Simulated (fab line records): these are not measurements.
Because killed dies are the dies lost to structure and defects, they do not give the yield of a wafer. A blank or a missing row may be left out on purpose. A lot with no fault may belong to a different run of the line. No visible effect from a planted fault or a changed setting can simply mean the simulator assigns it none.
Split-lot experiment | flow sky130 | 5 lots, 23 wafers read, on a route of 708 steps

## THE SPLIT ITSELF
At SKY_LOCAL_INTERCONNECT_EXPOSE_08 (exposes mask LI1M, target cd 170 nm), the setting dose mj was moved away from the recipe's 28 on 6 of the 23 wafers read, by -7.4% to +6.9%. This setting was run at the recipe's value on the other wafers.

## FROM THE SPLIT TO THE READING: what the file shows between them, 2 steps
- SKY_LOCAL_INTERCONNECT_PEB_09
- SKY_LOCAL_INTERCONNECT_DEVELOP_10: develop time 60.75 s

## THE READING
cd nm, in nm, at SKY_LOCAL_INTERCONNECT_CD_MEAS_11 (target cd 170 nm). A value of 169.2 nm with a standard deviation of 1.4 nm is what fault-free wafers of this fab line usually give.

wafer  | tool, chamber at the split | dose mj as run | against the recipe | cd nm, nm | against lot-mates on the recipe
L075.1 | krf scanner-01, 0          | 28             | recipe             | 168.1     | -
L075.2 | krf scanner-01, 0          | 28             | recipe             | 168.4     | -
L075.5 | krf scanner-01, 0          | 28             | recipe             | 169.0     | -
L076.1 | krf scanner-02, 0          | 28             | recipe             | 165.8     | -
L076.3 | krf scanner-02, 0          | 28             | recipe             | 167.0     | -
L076.4 | krf scanner-02, 0          | 25.93          | -7.4%              | 180.6     | +13.9
L076.5 | krf scanner-02, 0          | 28             | recipe             | 167.4     | -
L076.6 | krf scanner-02, 0          | 25.93          | -7.4%              | 182.0     | +15.3
L077.1 | krf scanner-01, 0          | 28             | recipe             | 170.3     | -
L077.2 | krf scanner-01, 0          | 29.92          | +6.9%              | 156.7     | -13.1
L077.3 | krf scanner-01, 0          | 28             | recipe             | 170.3     | -
L077.5 | krf scanner-01, 0          | 29.92          | +6.9%              | 157.4     | -12.4
L077.6 | krf scanner-01, 0          | 28             | recipe             | 168.9     | -
L082.1 | krf scanner-01, 0          | 28             | recipe             | 170.5     | -
L082.2 | krf scanner-01, 0          | 28             | recipe             | 170.7     | -
L082.4 | krf scanner-01, 0          | 28             | recipe             | 170.5     | -
L082.5 | krf scanner-01, 0          | 28             | recipe             | 169.4     | -
L082.6 | krf scanner-01, 0          | 28             | recipe             | 170.6     | -
L083.1 | krf scanner-01, 0          | 28.63          | +2.2%              | 163.7     | -4.4
L083.3 | krf scanner-01, 0          | 28             | recipe             | 168.3     | -
L083.4 | krf scanner-01, 0          | 28             | recipe             | 168.0     | -
L083.5 | krf scanner-01, 0          | 28             | recipe             | 167.9     | -
L083.6 | krf scanner-01, 0          | 28.63          | +2.2%              | 164.9     | -3.2

THE FIT
A straight line over all 23 wafers: cd nm changes by -1.72 nm for each +1% of dose mj; r = -0.97; the points scatter about the line by 1.3 nm.
The same after taking each lot's own level away (the mean of its wafers on the recipe; 23 wafers): -1.91 nm for each +1%; r = -1.00; scatter 0.58 nm.
The reading moves by 14 nm for the largest change in dose mj, on that fit.
Measured against the standard deviation above, the lots' own levels, which go from 166.73 to 170.34 nm, span 2.6 times it.
Hence the slope depends on the lot-to-lot level, as the two fits are not the same.
Check: for one of the wafers moved furthest among these (-7.4%), held out of the fit, the line's prediction against its lot-mates is +14.4 nm. It came out at +13.9 nm against them.

## OTHER SPLITS APPLIED TO THESE WAFERS
These wafers also went through other splits before the reading. Each is held against what the fit with the lots' levels taken away leaves over:
other split on the same wafers     | wafers away from the commonest value | r with cd nm (lot level and that fit taken away)
SKY_POLY_GATE_IMPLANT_02 dose cm2  | 10                                   | -0.03
SKY_POLY_GATE_ETCH_16 time s       | 11                                   | -0.01
SKY_LDD_N_IMPLANT_09 energy kev    | 7                                    | +0.43
SKY_LDD_HVN_IMPLANT_08 energy kev  | 6                                    | -0.27
SKY_SD_P_DEVELOP_06 develop time s | 10                                   | +0.02
SKY_SD_N_IMPLANT_09 energy kev     | 6                                    | -0.06
SKY_SD_N_IMPLANT_10 energy kev     | 5                                    | -0.11
SKY_LI_CONTACT_ETCH_15 source w    | 8                                    | -0.17

## THE WHOLE CHAIN: every reading that the file lists as answering this split, in the file's order
step                                 | what it does                                                           | reading                                                                   | change (the file's fit)              | r (the file's)
SKY_LOCAL_INTERCONNECT_DEVELOP_10    | develop time 60.75 s                                                   | LOCAL_INTERCONNECT.cd nm (the simulator's own value, which no gauge read) | -1.9 nm for each +1% of the setting  | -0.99
SKY_LOCAL_INTERCONNECT_CD_MEAS_11    | target cd 170 nm                                                       | cd nm                                                                     | -1.91 nm for each +1% of the setting | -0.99
SKY_LOCAL_INTERCONNECT_METAL_ETCH_14 | etches TiN in Cl2/BCl3, stops on PSG, target depth 110 nm, time 31.4 s | LOCAL_INTERCONNECT.cd nm (the simulator's own value, which no gauge read) | -1.84 nm for each +1% of the setting | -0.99

## FILE'S OWN FIT
cd nm changes by -1.91 nm for each +1% of dose mj, r = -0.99.
